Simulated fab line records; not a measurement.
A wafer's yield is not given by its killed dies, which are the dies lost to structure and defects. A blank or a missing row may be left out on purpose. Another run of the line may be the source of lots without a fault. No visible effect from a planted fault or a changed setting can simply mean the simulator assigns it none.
A lot that was struck, set against a sound lot || flow gf180mcu || 14 out of 602 route steps
Sound: wafers L898.2, L898.3, L898.5. Wafers struck: L895.1, L895.3, L895.6. The cause is given at the end.
Order at every step that has rows: each side's tool, ch and its chambers, its first start. Under that, the readings that differ: sound wafers || struck wafers || difference of the means || sigmas: that difference in standard deviations of wafers without a fault.
alike: readings with means less than 2 such deviations apart, plus words and numbers identical on both sides. not compared: withheld readings, readings lacking a value on some wafer, bounds such as >300 that could conceal the same value, and numbers that have no deviation in the record and whose values overlap.
The two part at a step that has a row with sigmas, a row that says differs or no value, or rows on one side only. Non-overlapping numbers with no deviation appear without sigmas and do not part them. A reading that every wafer of one side lacks parts them only if that side has two wafers or more.

GF_TOP_METAL_METAL_ETCH_16: etches the open film in Cl2/BCl3, stops on SiO2, target depth 1197 nm, time 199.5 s.
  sound on rie_metal-04 ch 1, day 33 21:11; struck on rie_metal-03 ch 1, day 32 12:00
  alike: drypump_motor_current_A, oes_product_au, rf_fwd_power_W, throttle_valve_pct
  not compared: rf_hours_counter_h
GF_TOP_METAL_STRIP_17: strips in O2/N2.
  sound on plasma_asher-03 ch 0,1, day 33 21:29; struck on plasma_asher-03 ch 0,1, day 32 12:23
{"reading": "strip_time_to_endpoint_s (s)", "sound": "12.77 12.80 12.77", "struck": "13.01 12.96 13.00", "difference": "+0.21", "sigmas": "+3"}
  alike: drypump_motor_current_A, heater_power_w, oes_product_au
  not compared: rf_hours_counter_h
then, 2 steps without rows for these wafers: GF_TOP_METAL_STRIP_18 (strips in post etch residue remover, time 1200 s); GF_TOP_METAL_CLEAN_19 (cleans in DIW).
GF_PASSIVATION_CVD_00: deposits SiO2 from TEOS, target thk 1000 nm, time 111.95 s.
  sound on pecvd-04 ch 0,1, day 33 22:32; struck on pecvd-03 ch 0,2, day 32 12:55
{"reading": "heater_power_w (W)", "sound": "622 625 491", "struck": "720 728 794", "difference": "+168", "sigmas": "+2"}
{"reading": "rf_fwd_power_W (W)", "sound": "597.1 595.8 592.5", "struck": "597.8 600.2 601.4", "difference": "+4.7", "sigmas": "+2"}
GF_PASSIVATION_THK_MEAS_01:
  struck on film_metro-02, day 32 12:59; sound on film_metro-01, day 33 22:38
  alike: PASSIVATION_CVD_00_THK
GF_PASSIVATION_CVD_02: deposits Si3N4, target thk 700 nm, time 486.18 s.
  sound on pecvd-01 ch 1,2, day 33 22:41; struck on pecvd-04 ch 0,1, day 32 13:03
  alike: heater_power_w, rf_fwd_power_W
GF_PASSIVATION_THK_MEAS_03:
  struck on film_metro-02, day 32 13:20; sound on film_metro-01, day 33 22:59
  alike: PASSIVATION_CVD_02_THK
then, 4 steps without rows for these wafers: GF_PASSIVATION_DEHYDRATE_04 (time 60 s); GF_PASSIVATION_HMDS_05 (prime time 60 s); GF_PASSIVATION_COAT_06 (resist thk 4000 nm); GF_PASSIVATION_SOFTBAKE_07.
GF_PASSIVATION_EXPOSE_08: exposes mask Pad, target cd 40000 nm.
  struck on iline_stepper-02, day 32 22:16; sound on iline_stepper-02 ch 0, day 34 07:11
  no value came back on the struck wafers for exposure_dose_mJ_cm2, focus_offset_nm (nm); on the sound wafers exposure_dose_mJ_cm2 reads 309.3 309.3 310.2
  alike: mask
then, 1 step without rows for these wafers: GF_PASSIVATION_PEB_09.

## WHERE THEY PART
Earliest at GF_TOP_METAL_STRIP_17; latest, in this record, at GF_PASSIVATION_EXPOSE_08.

WHY: the cause the simulator had injected
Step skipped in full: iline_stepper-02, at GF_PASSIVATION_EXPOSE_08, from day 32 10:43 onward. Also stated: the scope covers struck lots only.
